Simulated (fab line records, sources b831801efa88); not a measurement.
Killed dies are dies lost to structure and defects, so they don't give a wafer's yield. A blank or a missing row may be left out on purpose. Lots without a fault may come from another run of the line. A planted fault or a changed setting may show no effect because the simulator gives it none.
fab line records | flow gf180mcu
record lots=12 wafers=36 last_day=35
route steps=602 shown VT_IMPLANT@109 SALICIDE@284 V1@358
lots that met no fault: from a run of the same line without faults
start_h: hours from the record's first day to the start of the lot's first wafer shown | wait_h: hours since the lot's step before | " the same as in the row above | L1.1+2: a row that stands for several wafers | - no value, or no start given | * or withheld: withheld | < > ~ a bound
route shown NAME@n: a module of which the file shows steps, and the number in the route of the first | usual: mean/standard deviation of fault-free wafers | same: alike in all rows | chamber/n: place in a boat | sites: the reading at each site | _std_site: their standard deviation | _edge_site: outer sites' mean less inner sites' | radius_mm: how far each site lies from the wafer's centre | mask NAME#n: copy n | behind: the tool/chamber that last shaped the wafer | hold: why the lot was held/for how many hours/how that ended | device: the transistor (n, p or np) that didn't switch | end of line: the same wafers' tests at the end of the route | a step without rows: its recipe alone | killed: dies lost to structure and defects at the first sort, not the wafer's yield | map: a wafer's dies, x killed, . not, _ none there
set.NAME: the setting as run; set.NAME@STEP: as run at that earlier step | model.NAME: the simulator's own value behind a step, which no gauge read
steps of the route over a sample of lots; a table a step, a row a wafer
services: from which hour (start_h, from the record's first day; less than 0 if before it) a tool's chamber was out of use, for how many hours, and why
## steps
# step GF_VT_IMPLANT_IMPLANT_19
# recipe species=As energy_kev=100 dose_cm2=4.35e+12 tilt_deg=7
# usual beam_energy_keV=99.988/0.027 beam_on_s=10.03/0.22 dose_ions_cm2=4.35e+12/4.6e+09 end_station_pressure_torr=4.98e-06/2.7e-07 faraday_current_uA=24.4/0.53
# columns lot.wafer tool chamber start_h wait_h beam_energy_keV beam_on_s dose_ions_cm2 end_station_pressure_torr faraday_current_uA
L815.2 implanter-02 0 132.74 0.0 99.991 9.74 4.347e+12 5.69e-06 25.1
L815.3 " 0 " " 99.952 9.93 4.345e+12 5.26e-06 24.7
L815.5 " 0 " " 100.00 10.38 4.352e+12 5.14e-06 23.6
L816.1 implanter-01 0 143.22 0.0 100.00 9.81 4.347e+12 4.87e-06 25.0
L816.3 " 0 " " 99.995 10.18 4.346e+12 5.44e-06 24.1
L816.5 " 0 " " 99.972 9.93 4.359e+12 5.15e-06 24.7
L817.1 implanter-01 0 151.93 0.0 99.948 10.25 4.349e+12 4.93e-06 23.9
L817.5 " 0 " " 100.02 9.75 4.343e+12 4.73e-06 25.2
L817.6 " 0 " " 100.00 9.95 4.351e+12 4.64e-06 24.6
L818.2 implanter-02 0 154.40 0.0 100.02 10.08 4.354e+12 4.67e-06 24.3
L818.3 " 0 " " 99.993 9.68 4.357e+12 5.35e-06 25.3
L818.5 " 0 " " 99.977 10.23 4.35e+12 4.86e-06 24.1
L825.2 implanter-01 0 198.70 0.0 99.962 8.52 4.35e+12 5.02e-06 28.6
L825.3 " 0 " " 99.974 8.56 4.349e+12 4.78e-06 28.7
L825.4 " 0 " " 100.02 8.88 4.346e+12 5.22e-06 27.6
L826.2 implanter-03 0 207.20 0.0 99.992 10.22 4.349e+12 4.98e-06 23.9
L826.4 " 0 " " 100.04 9.77 4.347e+12 5.08e-06 25.0
L826.5 " 0 " " 99.979 10.31 4.347e+12 5.2e-06 23.7
L827.3 implanter-01 0 212.12 0.1 100.00 8.55 4.348e+12 5.26e-06 28.7
L827.4 " 0 " " 99.999 8.50 4.349e+12 5.33e-06 29.0
L827.6 " 0 " " 100.02 8.33 4.356e+12 4.87e-06 29.4
L828.1 implanter-02 0 218.98 0.0 99.972 9.91 4.356e+12 4.31e-06 24.6
L828.2 " 0 " " 100.00 10.16 4.36e+12 4.58e-06 24.1
L828.4 " 0 " " 99.972 10.07 4.363e+12 4.49e-06 24.5
L830.3 implanter-03 0 231.91 0.1 100.00 10.24 4.346e+12 5.34e-06 23.9
L830.4 " 0 " " 100.03 9.71 4.346e+12 4.36e-06 25.2
L830.5 " 0 " " 99.982 9.59 4.351e+12 4.91e-06 25.5
L832.1 implanter-02 0 242.43 0.0 99.965 10.17 4.35e+12 4.9e-06 24.2
L832.2 " 0 " " 99.953 9.95 4.353e+12 5.51e-06 24.6
L832.6 " 0 " " 99.998 9.73 4.356e+12 5.3e-06 25.1
L835.3 implanter-03 0 261.96 0.1 99.964 10.18 4.352e+12 5.18e-06 24.1
L835.5 " 0 " " 100.02 9.94 4.346e+12 4.87e-06 24.7
L835.6 " 0 " " 99.983 10.05 4.344e+12 4.92e-06 24.5
L837.1 implanter-03 0 275.15 0.0 99.972 10.19 4.355e+12 4.82e-06 24.1
L837.3 " 0 " " 100.04 10.23 4.354e+12 5.14e-06 24.0
L837.4 " 0 " " 100.04 10.34 4.35e+12 4.89e-06 23.7
# step GF_VT_IMPLANT_TW_MEAS_21
# usual VT_IMPLANT_2_TW=1218/7.2
# columns lot.wafer tool chamber start_h wait_h VT_IMPLANT_2_TW
L815.2 film_metro-04 - 132.97 0.1 1214
L815.3 " - " " 1213
L815.5 " - " " 1219
L816.1 film_metro-04 - 143.47 0.1 1214
L816.3 " - " " 1213
L816.5 " - " " 1212
L817.1 film_metro-04 - 152.18 0.1 1234
L817.5 " - " " 1227
L817.6 " - " " 1231
L818.2 film_metro-04 - 154.64 0.1 1228
L818.3 " - " " 1232
L818.5 " - " " 1227
L825.2 film_metro-03 - 198.94 0.1 1157
L825.3 " - " " 1163
L825.4 " - " " 1158
L826.2 film_metro-03 - 207.43 0.1 1214
L826.4 " - " " 1218
L826.5 " - " " 1219
L827.3 film_metro-03 - 212.34 0.1 1158
L827.4 " - " " 1157
L827.6 " - " " 1158
L828.1 film_metro-02 - 219.23 0.1 1217
L828.2 " - " " 1219
L828.4 " - " " 1221
L830.3 film_metro-03 - 232.13 0.1 1218
L830.4 " - " " 1219
L830.5 " - " " 1215
L832.1 film_metro-03 - 242.68 0.1 1220
L832.2 " - " " 1226
L832.6 " - " " 1225
L835.3 film_metro-02 - 262.18 0.1 1216
L835.5 " - " " 1213
L835.6 " - " " 1213
L837.1 film_metro-03 - 275.40 0.1 1225
L837.3 " - " " 1230
L837.4 " - " " 1234
# step GF_SALICIDE_RTA_06
# recipe temp_c=530 time_s=30 ambient=N2
# usual anneal_temp_c_max=532.2/0.54 lamp_power_pct=6.58/0.086 wafer_temp_C_max=533.7/0.83
# columns lot.wafer tool chamber start_h wait_h anneal_temp_c_max lamp_power_pct wafer_temp_C_max
L815.2 rtp_anneal-02 0 353.41 0.1 531.1 6.49 534.0
L815.3 " 0 " " 531.1 6.48 533.2
L815.5 " 0 " " 532.0 6.49 533.8
L816.1 rtp_anneal-02 0 366.32 0.1 531.4 6.48 533.5
L816.3 " 0 " " 531.3 6.49 534.5
L816.5 " 0 " " 531.5 6.49 534.0
L817.1 rtp_anneal-02 0 380.10 0.1 532.4 6.50 533.7
L817.5 " 0 " " 531.7 6.47 534.7
L817.6 " 0 " " 532.2 6.48 534.7
L818.2 rtp_anneal-02 0 382.24 0.1 531.5 6.49 532.9
L818.3 " 0 " " 532.5 6.48 534.6
L818.5 " 0 " " 532.5 6.49 532.9
L825.2 rtp_anneal-02 0 441.86 0.1 532.6 6.49 533.7
L825.3 " 0 " " 531.9 6.49 533.9
L825.4 " 0 " " 532.8 6.49 533.5
L826.2 rtp_anneal-01 0 453.51 0.1 532.1 6.64 534.0
L826.4 " 0 " " 532.7 6.66 533.9
L826.5 " 0 " " 533.3 6.65 532.5
L827.3 rtp_anneal-01 0 464.21 0.1 532.5 6.66 533.4
L827.4 " 0 " " 532.2 6.67 534.9
L827.6 " 0 " " 532.7 6.65 534.9
L828.1 rtp_anneal-02 0 473.53 0.1 531.3 6.48 533.3
L828.2 " 0 " " 533.0 6.49 534.9
L828.4 " 0 " " 531.7 6.49 534.0
L830.3 rtp_anneal-01 0 499.59 0.1 532.2 6.66 533.0
L830.4 " 0 " " 532.5 6.66 534.1
L830.5 " 0 " " 532.2 6.66 533.7
L832.1 rtp_anneal-01 0 507.09 0.1 532.2 6.66 533.0
L832.2 " 0 " " 531.6 6.65 533.1
L832.6 " 0 " " 532.6 6.66 532.9
L835.3 rtp_anneal-01 0 529.19 0.1 532.1 6.67 534.3
L835.5 " 0 " " 532.5 6.67 533.9
L835.6 " 0 " " 532.4 6.65 534.3
L837.1 rtp_anneal-02 0 549.49 0.1 531.5 6.49 533.3
L837.3 " 0 " " 531.6 6.48 533.3
L837.4 " 0 " " 531.7 6.49 533.1
# step GF_V1_CVD_23
# recipe material=W target_thk_nm=350 time_s=105.05 temp_c=400 pressure_torr=40
# usual heater_power_w=910/32
# columns lot.wafer tool chamber start_h wait_h heater_power_w
L815.2 cvd_w-02 0 428.55 0.0 926
L815.3 " 0 " " 923
L815.5 " 0 " " 923
L816.1 cvd_w-01 0 442.38 0.0 906
L816.3 " 1 " " 860
L816.5 " 0 " " 954
L817.1 cvd_w-01 0 457.88 0.0 918
L817.5 " 1 " " 858
L817.6 " 0 " " 923
L818.2 cvd_w-02 1 458.58 0.0 929
L818.3 " 0 " " 920
L818.5 " 0 " " 904
L825.2 cvd_w-02 1 519.60 0.0 944
L825.3 " 0 " " 895
L825.4 " 1 " " 958
L826.2 cvd_w-01 0 528.53 0.0 900
L826.4 " 1 " " 852
L826.5 " 0 " " 917
L827.3 cvd_w-01 0 541.08 0.1 916
L827.4 " 1 " " 860
L827.6 " 1 " " 862
L828.1 cvd_w-02 1 549.29 0.0 954
L828.2 " 0 " " 928
L828.4 " 1 " " 910
L830.3 cvd_w-01 0 573.19 0.1 904
L830.4 " 1 " " 865
L830.5 " 1 " " 871
L832.1 cvd_w-02 1 579.95 0.0 953
L832.2 " 0 " " 931
L832.6 " 0 " " 937
L835.3 cvd_w-01 0 601.05 0.1 933
L835.5 " 1 " " 856
L835.6 " 0 " " 943
L837.1 cvd_w-01 0 621.09 0.0 944
L837.3 " 1 " " 889
L837.4 " 0 " " 946
# step GF_V1_CMP_26
# recipe stop_on=SiO2 down_force_psi=3.5 platen_rpm=60 t_overpolish_s=15 target_thk_nm=0 pad_velocity_m_s=0.94248
# usual edge_zone_pressure_frac=1.001/0.0047 motor_current_A=11.0/1.2 overpolish_run_s=14.999/0.0087 time_to_endpoint_s=86/3.5
# columns lot.wafer tool chamber start_h wait_h edge_zone_pressure_frac motor_current_A overpolish_run_s time_to_endpoint_s
L815.2 cmp-02 2 428.89 0.1 1.000 12.5 14.989 84
L815.3 " 0 " " 1.000 10.0 15.018 86
L815.5 " 1 " " 1.008 9.4 14.994 88
L816.3 cmp-02 2 442.77 0.1 1.006 12.9 14.997 84
L816.1 " 3 " " 1.004 12.4 15.004 83
L816.5 " 1 " " 1.003 8.6 14.997 89
L817.1 cmp-01 0 458.17 0.1 1.001 10.7 15.004 84
L817.6 " 0 " " 0.997 10.4 15.004 86
L817.5 " 1 " " 1.004 10.8 14.992 84
L818.3 cmp-02 2 458.87 0.0 1.006 12.6 14.997 81
L818.2 " 3 " " 1.008 12.3 14.993 82
L818.5 " 3 " " 1.002 11.8 14.997 84
L825.4 cmp-01 0 519.89 0.0 1.004 10.4 14.996 87
L825.3 " 1 " " 1.001 10.9 14.990 80
L825.2 " 3 " " 1.003 10.4 14.999 90
L826.4 cmp-01 0 528.82 0.0 0.994 10.5 15.010 84
L826.2 " 2 " " 1.002 11.8 14.979 83
L826.5 " 0 " " 0.998 10.4 14.991 86
L827.3 cmp-01 2 541.38 0.1 1.010 12.6 15.010 82
L827.4 " 3 " " 1.004 10.4 15.000 85
L827.6 " 1 " " 0.996 10.8 14.998 81
L828.1 cmp-02 0 549.59 0.1 1.003 10.7 14.998 85
L828.4 " 2 " " 1.006 12.7 14.992 83
L828.2 " 3 " " 1.004 11.3 14.991 84
L830.3 cmp-01 3 574.82 1.4 1.004 10.3 15.010 88
L830.4 " 0 " " 1.007 9.8 15.008 87
L830.5 " 0 " " 1.004 10.3 14.988 87
L832.2 cmp-02 2 580.24 0.0 0.996 13.0 14.989 88
L832.1 " 0 " " 1.000 10.1 15.007 94
L832.6 " 2 " " 0.999 12.8 15.006 88
L835.3 cmp-02 3 601.40 0.1 0.995 11.8 15.010 85
L835.5 " 1 " " 1.005 8.3 14.997 92
L835.6 " 2 " " 1.001 12.4 14.990 87
L837.4 cmp-01 2 621.57 0.1 0.989 12.5 14.987 79
L837.1 " 3 " " 1.001 10.2 15.001 82
L837.3 " 0 " " 0.996 10.3 14.993 88
## services
# columns tool chamber start_h hours kind
cmp-02 - 130.81 0.9 repair
cmp-02 - 157.92 0.6 repair
cmp-01 - 178.39 0.7 repair
cmp-02 - 217.92 3.2 pm
cvd_w-01 - 220.22 3.8 pm
cmp-02 - 232.28 4.0 pm
cvd_w-01 1 247.58 2.6 repair
cvd_w-01 0 253.88 12.0 repair
cmp-01 - 268.25 1.5 repair
cmp-01 - 269.88 5.8 pm
cmp-01 - 275.96 1.4 repair
cmp-01 - 319.38 11.4 repair
cmp-01 - 326.52 5.4 repair
cmp-02 - 338.57 4.2 pm
cvd_w-01 - 390.00 14.0 pm
cmp-02 - 397.22 3.9 repair
cmp-01 - 404.03 4.0 pm
cmp-01 - 412.07 1.3 repair
cmp-02 - 417.91 2.6 repair
rtp_anneal-02 - 487.29 1.7 repair
cvd_w-01 1 511.44 1.6 repair
cmp-01 - 522.64 5.2 repair
cmp-01 - 555.61 18.9 pm
cvd_w-01 0 607.95 5.8 repair
## key
first_sign step=GF_VT_IMPLANT_IMPLANT_19 reading=faraday_current_uA direction=up sigmas=8.1 usual=24.4 struck=28.7
effect step=GF_VT_IMPLANT_IMPLANT_19 reading=beam_on_s direction=down sigmas=6.8 usual=10.03 struck=8.56
effect step=GF_VT_IMPLANT_TW_MEAS_21 reading=VT_IMPLANT_2_TW direction=down sigmas=8.2 usual=1218 struck=1159
met_at GF_VT_IMPLANT_IMPLANT_19
struck_lots L825,L827
tester_left_out L825,L827
not_acting_at GF_SALICIDE_RTA_06,GF_V1_CVD_23,GF_V1_CMP_26
onset_between 151.93 198.70
fault kind=process_parameter_drift tool=implanter-01 chamber=- onset_h=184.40 steps=GF_VT_IMPLANT_IMPLANT_19 channel=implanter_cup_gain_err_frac offset=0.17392 shape=step end_h=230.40
# tester_left_out: of these lots the tester's yield and bins aren't shown, on N5 and GAA mostly nor the transistor test; their killed dies are dies lost to structure and defects alone, not to doping, threshold or leakage, so they don't give the yield
